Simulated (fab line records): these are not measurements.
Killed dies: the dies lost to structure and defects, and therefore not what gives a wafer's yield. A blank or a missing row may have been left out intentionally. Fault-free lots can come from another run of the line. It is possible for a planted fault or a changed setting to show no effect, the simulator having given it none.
Matching of chambers | flow gf180mcu | GF_V1_CMP_26 on cmp-02: 4 sister chambers
The step polishes, stops on SiO2, t overpolish 15 s, target thk 0 nm. 8 wafers are shown with their chamber, then 12 later ones without.

## EACH WAFER AND ITS CHAMBER
wafer  | chamber | motor_current_A (A) | time_to_endpoint_s (s)
L079.2 | 1       | 12.0                | 90
L082.4 | 2       | 12.3                | 89
L082.5 | 2       | 12.1                | 93
L086.1 | 0       | 11.0                | 90
L086.6 | 1       | 12.0                | 89
L087.3 | 3       | 13.0                | 91
L087.4 | 0       | 10.8                | 86
L087.5 | 3       | 11.9                | 90

## WAFERS WITHOUT THEIR CHAMBER
wafer  | motor_current_A (A) | time_to_endpoint_s (s)
L089.1 | 11.8                | 89
L089.2 | 11.2                | 88
L089.3 | 10.7                | 89
L092.2 | 12.7                | 89
L092.5 | 12.3                | 85
L092.6 | 12.8                | 83
L094.2 | 13.0                | 88
L094.3 | 12.0                | 87
L094.4 | 12.2                | 85
L096.3 | 13.1                | 88
L096.5 | 11.1                | 88
L096.6 | 13.2                | 84

## WHICH CHAMBER EACH ONE RAN IN
wafer  | from the rows above               | in truth
L089.1 | can't be placed: 1 or 2 or 3 or 0 | 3
L089.2 | can't be placed: 0 or 1           | 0
L089.3 | 0                                 | 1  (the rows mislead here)
L092.2 | can't be placed: 3 or 2 or 1      | 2
L092.5 | can't be placed: 1 or 3 or 2 or 0 | 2
L092.6 | can't be placed: 1 or 3 or 2 or 0 | 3
L094.2 | can't be placed: 3 or 2 or 1      | 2
L094.3 | can't be placed: 1 or 2 or 3 or 0 | 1
L094.4 | can't be placed: 1 or 3 or 2 or 0 | 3
L096.3 | can't be placed: 3 or 2 or 1      | 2
L096.5 | can't be placed: 0 or 1           | 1
L096.6 | can't be placed: 3 or 1 or 2      | 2
Correct placement for 0 of the 12. Not placeable from these rows: 11 (in 11, the candidates include the true chamber). Number placed wrongly: 1.
How it was worked out, from the rows above alone: a wafer's distance from a chamber is the root of the sum, over the readings, of the square of ((its reading less the chamber's mean) divided by the reading's scatter). If the next closest chamber is less than 2 further off than the closest, the wafer can't be placed; otherwise it belongs to the closest. Each chamber's mean is taken over the wafers shown for it. How the scatter is found: for the shown wafers, subtract from each reading the mean of its chamber, square and add these, divide the total by (wafers less chambers), then take the root.
